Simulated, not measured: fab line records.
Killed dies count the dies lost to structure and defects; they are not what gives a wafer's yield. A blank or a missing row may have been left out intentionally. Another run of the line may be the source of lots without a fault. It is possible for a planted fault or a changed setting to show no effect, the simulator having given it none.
A lot that was struck, set against a sound lot	flow sfqLine	14 steps out of a route of 325
Sound: the wafers L608.1, L608.2, L608.6. Wafers struck: L598.1, L598.2, L598.4. The cause is named last.
Order at every step that has rows: each side's tool, ch and its chambers, its first start. Under that, the readings that differ: sound wafers	struck wafers	difference of the means	sigmas: that difference in standard deviations of wafers without a fault.
alike: words and numbers the same on both sides, and readings whose means are apart by under 2 such deviations; not compared: readings that were withheld, readings missing a value for some wafer, numbers with overlapping values and no deviation given by the record, and bounds like >300 which may hide the same value.
Wherever a step has rows on one side only, a row that says differs or no value, or a row with sigmas, the two part there. Non-overlapping numbers with no deviation appear without sigmas and do not part them. Lack of a reading on every wafer of one side parts them only where that side has two or more wafers.

SFQ_INCOMING_BOW_MEAS_900:
  sound on filmMetro-02, day 5 14:00; struck on filmMetro-03, day 3 12:00
  alike: INCOMING_BOW
then, 1 step without rows for these wafers: SFQ_TRILAYER_INCOMING_OXIDATION_002 (target thk 500 nm, ox time 4939 s).
SFQ_TRILAYER_L0_DEP_SPUTTER_003: material MoNx KI, target thk 40 nm, time 100 s.
  sound on pvdSputter-03, day 5 16:29; struck on pvdSputter-03, day 3 14:29
  alike: basePressurePa, throttleValvePct
SFQ_L0_RS_MEAS_901: measurement is done with a four-point probe.
  sound on filmMetro-04, day 5 16:34; struck on filmMetro-03, day 3 14:34
  alike: L0_MONX_KI_RS
SFQ_L0_THK_MEAS_902: measures by xrf.
  sound on filmMetro-04, day 5 16:41; struck on filmMetro-03, day 3 14:41
  alike: L0_MONX_KI_THK
then, 4 steps without rows for these wafers: SFQ_TRILAYER_L0_LITHO_COAT_010 (resist thk 62 nm); SFQ_TRILAYER_L0_LITHO_COAT_005 (resist thk 600 nm); SFQ_TRILAYER_L0_LITHO_SOFTBAKE_009; SFQ_TRILAYER_L0_LITHO_EXPOSE_006 (exposes mask L0, target cd 2000 nm).
-- the record jumps here: 4 days lie between the struck wafers' starts before and after --
SFQ_TRILAYER_L0_LITHO_PEB_008: peb time 60 s.
  sound on lithoTrack-01 ch 0, day 10 09:16; struck on lithoTrack-02 ch 0, day 7 19:56
reading	sound	struck	difference	sigmas
heaterPowerTotalW (W)	79.11 79.16 79.13	78.33 78.42 78.32	-0.78	-12
plateTempC (C)	115.02 115.11 114.84	113.82 114.12 114.14	-0.96	-7
  alike: chillPlateTempC, resistLineTempC
then, 1 step without rows for these wafers: SFQ_TRILAYER_L0_LITHO_DEVELOP_007 (time 60 s).
SFQ_TRILAYER_L0_BARC_OPEN_METAL_ETCH_010: etches BARC in O2, target depth 125 nm, time 41.7 s.
  sound on rieMetal-03 ch 0,1, day 10 09:34; struck on rieMetal-01 ch 0,1, day 7 20:14
reading	sound	struck	difference	sigmas
model.L0.cdNm (nm)	1998 1998 1998	2016 2015 2016	+18	
  alike: drypumpMotorCurrentA, oesProductAu
  not compared: rfHoursCounterH
SFQ_TRILAYER_L0_ETCH_METAL_ETCH_008: etches MoNx KI in SF6/O2, stops on SiO2, target depth 50 nm, time 25 s.
  sound on rieMetal-03 ch 0,1, day 10 09:38; struck on rieMetal-01 ch 0,1, day 7 20:18
reading	sound	struck	difference	sigmas
model.L0.cdNm (nm)	1998 1998 1997	2016 2014 2016	+18	
  alike: drypumpMotorCurrentA, oesProductAu
  not compared: rfHoursCounterH
SFQ_TRILAYER_L0_STRIP_STRIP_009: strips in O2.
  sound on rieMetal-03 ch 0,1, day 10 09:40; struck on rieMetal-01 ch 0,1, day 7 20:21
  alike: drypumpMotorCurrentA, oesProductAu, platenTempC
  not compared: rfHoursCounterH

## WHERE THEY PART
At SFQ_TRILAYER_L0_LITHO_PEB_008 and nowhere else, as far as this record goes. Later steps at which nothing parts them and some readings are alike: SFQ_TRILAYER_L0_BARC_OPEN_METAL_ETCH_010, SFQ_TRILAYER_L0_ETCH_METAL_ETCH_008, SFQ_TRILAYER_L0_STRIP_STRIP_009.

WHY: what had been put in by the simulator
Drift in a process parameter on lithoTrack-02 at SFQ_TRILAYER_L0_LITHO_PEB_008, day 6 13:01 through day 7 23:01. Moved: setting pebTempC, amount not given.
